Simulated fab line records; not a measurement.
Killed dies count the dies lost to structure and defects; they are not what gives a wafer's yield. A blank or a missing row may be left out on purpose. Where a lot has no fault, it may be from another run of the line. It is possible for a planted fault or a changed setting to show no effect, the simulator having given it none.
Split-lot trial    flow gf180mcu    23 wafers read across 5 lots, on a route 602 steps long

## SPLIT DETAILS
At GF_V1_CVD_23 (deposits W, target thk 350 nm, time 105.05 s), the setting pressure torr was moved away from the recipe's 40 Torr on 15 of the 23 wafers read, by -12.9% to +14.6%. The other wafers ran this setting at the recipe's value.

## BETWEEN THE SPLIT AND THE READING: the file shows 1 step in between
- GF_V1_RS_MEAS_24: measures by four-point-probe

## THE READING
V1_W_THK, in nm, at GF_V1_THK_MEAS_25 (measures by xrf). Typical for fault-free wafers on this fab line: 351 nm, with standard deviation 5.4 nm.

wafer   tool, chamber at the split  pressure torr as run, Torr  against the recipe  V1_W_THK, nm  against lot-mates on the recipe
L074.2  cvd w-02, 1                 40                          recipe              351           -
L074.3  cvd w-02, 1                 40                          recipe              353           -
L074.4  cvd w-02, 0                 40                          recipe              354           -
L074.5  cvd w-02, 0                 40                          recipe              352           -
L074.6  cvd w-02, 1                 40                          recipe              359           -
L076.1  cvd w-01, 0                 40                          recipe              352           -
L076.3  cvd w-01, 1                 40                          recipe              360           -
L076.6  cvd w-01, 0                 40                          recipe              352           -
L077.1  cvd w-01, 1                 45.83                       +14.6%              375           no lot-mate on the recipe
L077.2  cvd w-01, 0                 45.83                       +14.6%              370           no lot-mate on the recipe
L077.4  cvd w-01, 0                 45.83                       +14.6%              370           no lot-mate on the recipe
L077.5  cvd w-01, 1                 45.83                       +14.6%              376           no lot-mate on the recipe
L077.6  cvd w-01, 0                 45.83                       +14.6%              370           no lot-mate on the recipe
L079.2  cvd w-01, 1                 37.37                       -6.6%               348           no lot-mate on the recipe
L079.3  cvd w-01, 1                 37.37                       -6.6%               348           no lot-mate on the recipe
L079.4  cvd w-01, 1                 37.37                       -6.6%               348           no lot-mate on the recipe
L079.5  cvd w-01, 1                 37.37                       -6.6%               347           no lot-mate on the recipe
L079.6  cvd w-01, 1                 37.37                       -6.6%               346           no lot-mate on the recipe
L083.1  cvd w-02, 1                 34.83                       -12.9%              330           no lot-mate on the recipe
L083.2  cvd w-02, 0                 34.83                       -12.9%              331           no lot-mate on the recipe
L083.3  cvd w-02, 0                 34.83                       -12.9%              330           no lot-mate on the recipe
L083.4  cvd w-02, 1                 34.83                       -12.9%              323           no lot-mate on the recipe
L083.5  cvd w-02, 1                 34.83                       -12.9%              325           no lot-mate on the recipe

FIT RESULTS
A straight line over all 23 wafers: V1_W_THK changes by +1.51 nm for each +1% of pressure torr; r = +0.95; the points scatter about the line by 4.7 nm.
Too few moved wafers have a lot-mate on the recipe to fit a line with each lot's own level taken away.

## THE WHOLE CHAIN: every reading that the file lists as answering this split, in the file's order
step               what it does                                  reading                                                                 change (the file's fit)               r (the file's)
GF_V1_CVD_23       deposits W, target thk 350 nm, time 105.05 s  W_of_V1_CVD_23.thk nm (the simulator's own value, which no gauge read)  +1.7 nm for each +1% of the setting   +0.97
GF_V1_RS_MEAS_24   measures by four-point-probe                  V1_W_RS                                                                 -0.00158 for each +1% of the setting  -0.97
GF_V1_THK_MEAS_25  measures by xrf                               V1_W_THK                                                                +1.53 for each +1% of the setting     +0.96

## THE FILE'S OWN FIT
V1_W_THK changes by +1.53 nm for each +1% of pressure torr, r = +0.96.
